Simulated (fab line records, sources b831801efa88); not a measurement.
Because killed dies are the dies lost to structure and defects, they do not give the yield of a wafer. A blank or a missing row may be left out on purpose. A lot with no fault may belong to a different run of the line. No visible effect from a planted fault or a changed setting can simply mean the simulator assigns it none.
What tool caused it? :: flow sky130 :: 12 lots with 36 wafers sampled at 7 steps, on a route of 708 steps

## WHAT EACH GAUGE READ, for each wafer
SKY_SD_N_TW_MEAS_12.
lot: L625
measured: day 29 00:34
on: film metro-04
SD_N_TW: 3996 4012 4008

lot: L626
measured: day 29 05:49
on: film metro-02
SD_N_TW: 4014 4019 4019

lot: L627
measured: day 29 09:54
on: film metro-04
SD_N_TW: 4019 4039 4019

lot: L628
measured: day 29 16:06
on: film metro-03
SD_N_TW: 4017 4011 4034

lot: L630
measured: day 30 15:36
on: film metro-02
SD_N_TW: 3997 4021 4003

lot: L631
measured: day 30 18:12
on: film metro-03
SD_N_TW: 4017 4008 3998

lot: L633
measured: day 31 06:49
on: film metro-04
SD_N_TW: 3973 4009 4014

lot: L635
measured: day 31 22:00
on: film metro-04
SD_N_TW: 4005 4007 4004

lot: L639
measured: day 33 11:41
on: film metro-02
SD_N_TW: 3988 3978 3992

lot: L640
measured: day 33 19:19
on: film metro-03
SD_N_TW: 4029 4020 4027

lot: L641
measured: day 34 13:18
on: film metro-04
SD_N_TW: 4014 4015 4001

lot: L642
measured: day 34 13:35
on: film metro-03
SD_N_TW: 3973 3984 3994

SKY_LI_CONTACT_CD_MEAS_12 targets a cd of 170 nm.
lot: L625
measured: day 30 05:51
on: cd sem-02
cd nm (nm): 171.2 169.1 170.0

lot: L626
measured: day 30 10:10
on: cd sem-02
cd nm (nm): 171.9 171.4 173.4

lot: L627
measured: day 30 14:55
on: cd sem-02
cd nm (nm): 171.4 171.2 170.8

lot: L628
measured: day 30 21:17
on: cd sem-02
cd nm (nm): 168.7 169.8 168.8

lot: L630
measured: day 31 21:09
on: cd sem-01
cd nm (nm): 169.8 168.5 168.2

lot: L631
measured: day 31 23:19
on: cd sem-01
cd nm (nm): 168.5 169.7 170.7

lot: L633
measured: day 32 12:06
on: cd sem-01
cd nm (nm): 170.4 172.0 171.0

lot: L635
measured: day 33 02:23
on: cd sem-02
cd nm (nm): 168.6 168.0 167.7

lot: L639
measured: day 34 15:31
on: cd sem-01
cd nm (nm): 172.4 171.4 171.2

lot: L640
measured: day 34 23:43
on: cd sem-01
cd nm (nm): 169.3 169.4 168.8

lot: L641
measured: day 35 17:34
on: cd sem-01
cd nm (nm): 169.8 168.1 169.1

lot: L642
measured: day 35 18:19
on: cd sem-02
cd nm (nm): 171.0 173.0 171.8

SKY_LI_CONTACT_RS_MEAS_22: a four-point-probe measurement.
lot: L625
measured: day 30 06:41
on: film metro-04
LI_CONTACT_W_RS (ohm/sq): 0.286 0.281 0.291

lot: L626
measured: day 30 11:01
on: film metro-03
LI_CONTACT_W_RS (ohm/sq): 0.288 0.289 0.289

lot: L627
measured: day 30 15:46
on: film metro-03
LI_CONTACT_W_RS (ohm/sq): 0.276 0.276 0.275

lot: L628
measured: day 30 22:08
on: film metro-02
LI_CONTACT_W_RS (ohm/sq): 0.287 0.288 0.285

lot: L630
measured: day 31 22:00
on: film metro-02
LI_CONTACT_W_RS (ohm/sq): 0.288 0.294 0.289

lot: L631
measured: day 32 00:10
on: film metro-04
LI_CONTACT_W_RS (ohm/sq): 0.282 0.279 0.287

lot: L633
measured: day 32 12:57
on: film metro-02
LI_CONTACT_W_RS (ohm/sq): 0.283 0.285 0.270

lot: L635
measured: day 33 03:26
on: film metro-04
LI_CONTACT_W_RS (ohm/sq): 0.293 0.288 0.289

lot: L639
measured: day 34 16:22
on: film metro-03
LI_CONTACT_W_RS (ohm/sq): 0.273 0.289 0.288

lot: L640
measured: day 35 00:33
on: film metro-03
LI_CONTACT_W_RS (ohm/sq): 0.597 0.614 0.590

lot: L641
measured: day 35 18:24
on: film metro-04
LI_CONTACT_W_RS (ohm/sq): 0.627 0.623 0.594

lot: L642
measured: day 35 19:10
on: film metro-03
LI_CONTACT_W_RS (ohm/sq): 0.606 0.579 0.585

SKY_LI_CONTACT_THK_MEAS_23: measures by xrf.
lot: L625
measured: day 30 06:49
on: film metro-04
LI_CONTACT_W_THK (nm): 393 399 385

lot: L626
measured: day 30 11:08
on: film metro-03
LI_CONTACT_W_THK (nm): 384 381 382

lot: L627
measured: day 30 15:53
on: film metro-03
LI_CONTACT_W_THK (nm): 402 400 402

lot: L628
measured: day 30 22:15
on: film metro-02
LI_CONTACT_W_THK (nm): 391 390 393

lot: L630
measured: day 31 22:07
on: film metro-02
LI_CONTACT_W_THK (nm): 391 379 385

lot: L631
measured: day 32 00:16
on: film metro-04
LI_CONTACT_W_THK (nm): 397 401 391

lot: L633
measured: day 32 13:04
on: film metro-02
LI_CONTACT_W_THK (nm): 387 382 406

lot: L635
measured: day 33 03:33
on: film metro-04
LI_CONTACT_W_THK (nm): 383 391 388

lot: L639
measured: day 34 16:29
on: film metro-03
LI_CONTACT_W_THK (nm): 404 380 382

lot: L640
measured: day 35 00:39
on: film metro-03
LI_CONTACT_W_THK (nm): 187 181 189

lot: L641
measured: day 35 18:31
on: film metro-04
LI_CONTACT_W_THK (nm): 181 180 190

lot: L642
measured: day 35 19:17
on: film metro-03
LI_CONTACT_W_THK (nm): 184 193 189

SKY_LOCAL_INTERCONNECT_RS_MEAS_01: a four-point-probe measurement.
lot: L625
measured: day 30 07:14
on: film metro-04
LOCAL_INTERCONNECT_TIN_RS (ohm/sq): 14.02 14.13 13.91

lot: L626
measured: day 30 11:34
on: film metro-04
LOCAL_INTERCONNECT_TIN_RS (ohm/sq): 14.21 14.28 14.05

lot: L627
measured: day 30 16:19
on: film metro-01
LOCAL_INTERCONNECT_TIN_RS (ohm/sq): 13.87 14.01 13.93

lot: L628
measured: day 30 22:40
on: film metro-04
LOCAL_INTERCONNECT_TIN_RS (ohm/sq): 14.18 14.13 14.23

lot: L630
measured: day 31 22:33
on: film metro-02
LOCAL_INTERCONNECT_TIN_RS (ohm/sq): 14.23 13.89 13.92

lot: L631
measured: day 32 00:43
on: film metro-04
LOCAL_INTERCONNECT_TIN_RS (ohm/sq): 14.33 14.25 14.02

lot: L633
measured: day 32 13:30
on: film metro-04
LOCAL_INTERCONNECT_TIN_RS (ohm/sq): 14.09 14.23 14.18

lot: L635
measured: day 33 03:59
on: film metro-01
LOCAL_INTERCONNECT_TIN_RS (ohm/sq): 14.05 14.04 13.96

lot: L639
measured: day 34 16:55
on: film metro-04
LOCAL_INTERCONNECT_TIN_RS (ohm/sq): 13.98 14.07 14.13

lot: L640
measured: day 35 01:06
on: film metro-02
LOCAL_INTERCONNECT_TIN_RS (ohm/sq): 14.01 13.97 14.32

lot: L641
measured: day 35 18:56
on: film metro-01
LOCAL_INTERCONNECT_TIN_RS (ohm/sq): 13.83 14.08 14.06

lot: L642
measured: day 35 19:43
on: film metro-02
LOCAL_INTERCONNECT_TIN_RS (ohm/sq): 14.09 14.26 14.08

## EACH LOT AND THE TOOL THAT RAN IT (in order: tool; ch and the chambers of the sampled wafers; start)
lot: L625
SKY_LI_CONTACT_CVD_21: cvd w-01 ch 0,1, day 30 06:34
SKY_LI_CONTACT_CMP_24: cmp-02 ch 1,2, day 30 06:55

lot: L626
SKY_LI_CONTACT_CVD_21: cvd w-01 ch 0, day 30 10:53
SKY_LI_CONTACT_CMP_24: cmp-01 ch 0,1,3, day 30 11:17

lot: L627
SKY_LI_CONTACT_CVD_21: cvd w-02 ch 1, day 30 15:38
SKY_LI_CONTACT_CMP_24: cmp-02 ch 1,3, day 30 15:59

lot: L628
SKY_LI_CONTACT_CVD_21: cvd w-01 ch 0,1, day 30 22:00
SKY_LI_CONTACT_CMP_24: cmp-01 ch 0,1,3, day 30 22:25

lot: L630
SKY_LI_CONTACT_CVD_21: cvd w-01 ch 0,1, day 31 21:53
SKY_LI_CONTACT_CMP_24: cmp-02 ch 0,1,3, day 31 22:14

lot: L631
SKY_LI_CONTACT_CVD_21: cvd w-01 ch 0,1, day 32 00:01
SKY_LI_CONTACT_CMP_24: cmp-02 ch 0,1,3, day 32 00:26

lot: L633
SKY_LI_CONTACT_CVD_21: cvd w-02 ch 0,1, day 32 12:50
SKY_LI_CONTACT_CMP_24: cmp-01 ch 1,2,3, day 32 13:08

lot: L635
SKY_LI_CONTACT_CVD_21: cvd w-01 ch 0,1, day 33 03:18
SKY_LI_CONTACT_CMP_24: cmp-01 ch 0,1, day 33 03:36

lot: L639
SKY_LI_CONTACT_CVD_21: cvd w-02 ch 0,1, day 34 16:14
SKY_LI_CONTACT_CMP_24: cmp-02 ch 0,2, day 34 16:32

lot: L640
SKY_LI_CONTACT_CVD_21: cvd w-01 ch 0,1, day 35 00:26
SKY_LI_CONTACT_CMP_24: cmp-01 ch 0,3, day 35 00:44

lot: L641
SKY_LI_CONTACT_CVD_21: cvd w-01 ch 0,1, day 35 18:15
SKY_LI_CONTACT_CMP_24: cmp-01 ch 2,3, day 35 18:34

lot: L642
SKY_LI_CONTACT_CVD_21: cvd w-01 ch 0,1, day 35 19:02
SKY_LI_CONTACT_CMP_24: cmp-02 ch 1,2,3, day 35 19:20
- SKY_LI_CONTACT_CVD_21: deposits W, target thk 400 nm, time 120.56 s.
- SKY_LI_CONTACT_CMP_24: polishes, stops on PSG, t overpolish 20 s, target thk 0 nm.

## AS READ BY THE TOOLS THEMSELVES (means over the sampled wafers that have a number; for cases with no such wafer, the mark the record gives instead)
SKY_LI_CONTACT_CVD_21.
lot: L625
tool: cvd w-01
heater power w (W): 844

lot: L626
tool: cvd w-01
heater power w (W): 811

lot: L627
tool: cvd w-02
heater power w (W): 756

lot: L628
tool: cvd w-01
heater power w (W): 835

lot: L630
tool: cvd w-01
heater power w (W): 834

lot: L631
tool: cvd w-01
heater power w (W): 840

lot: L633
tool: cvd w-02
heater power w (W): 787

lot: L635
tool: cvd w-01
heater power w (W): 825

lot: L639
tool: cvd w-02
heater power w (W): 790

lot: L640
tool: cvd w-01
heater power w (W): 833

lot: L641
tool: cvd w-01
heater power w (W): 825

lot: L642
tool: cvd w-01
heater power w (W): 824

SKY_LI_CONTACT_CMP_24.
lot: L625
tool: cmp-02
motor current A (A): 11.7
time to endpoint s (s): 91

lot: L626
tool: cmp-01
motor current A (A): 12.4
time to endpoint s (s): 98

lot: L627
tool: cmp-02
motor current A (A): 10.8
time to endpoint s (s): 98

lot: L628
tool: cmp-01
motor current A (A): 12.4
time to endpoint s (s): 99

lot: L630
tool: cmp-02
motor current A (A): 10.7
time to endpoint s (s): 92

lot: L631
tool: cmp-02
motor current A (A): 10.5
time to endpoint s (s): 96

lot: L633
tool: cmp-01
motor current A (A): 13.0
time to endpoint s (s): 100

lot: L635
tool: cmp-01
motor current A (A): 11.4
time to endpoint s (s): 95

lot: L639
tool: cmp-02
motor current A (A): 11.5
time to endpoint s (s): 93

lot: L640
tool: cmp-01
motor current A (A): 13.2
time to endpoint s (s): 47

lot: L641
tool: cmp-01
motor current A (A): 13.2
time to endpoint s (s): 45

lot: L642
tool: cmp-02
motor current A (A): 11.4
time to endpoint s (s): 45

## THE ANSWER, worked out from the rows above alone
Rule: the usual values come from the lots themselves. Put in order of their means at a reading, lots are off if they are a third of the lots or fewer, leave a main group of 4 or more, and stand apart from it by a gap of 3 or more times the standard deviation of the main group's means; of several such gaps the widest counts. The tables above print the reading to a certain number of digits; a main group whose means all agree to those digits is not used. A lot without any number at a reading at which 4 lots or more have one is off too. Where the step has rows for the other lots, those lots are counted as sound. The gauges are gone through in route order, then the tools' own readings, and for those a lot's mean is taken as printed above. The first step at which some lot is off is used, and at that step the reading that is off furthest; a lot without a number counts as furthest.
Off: at SKY_LI_CONTACT_RS_MEAS_22 (LI_CONTACT_W_RS), L640, L641, L642. The main group has a mean of 0.285 ohm/sq with a standard deviation of 0.0047.
If a tool, at a process step before that reading, ran all the lots that are off and no sound lot after the first of them, it fits. Not tried: the gauges at SKY_LI_CONTACT_RS_MEAS_22; whatever is off there is also off at SKY_LI_CONTACT_CMP_24, on other tools, and gauge error can't account for it. One fits: cvd w-01 at SKY_LI_CONTACT_CVD_21. A fault onset in the window from L635 (day 33 03:18, its last sound lot) to L640 (day 35 00:26, its first lot off) fits.

## WHAT WAS PUT IN BY THE SIMULATOR
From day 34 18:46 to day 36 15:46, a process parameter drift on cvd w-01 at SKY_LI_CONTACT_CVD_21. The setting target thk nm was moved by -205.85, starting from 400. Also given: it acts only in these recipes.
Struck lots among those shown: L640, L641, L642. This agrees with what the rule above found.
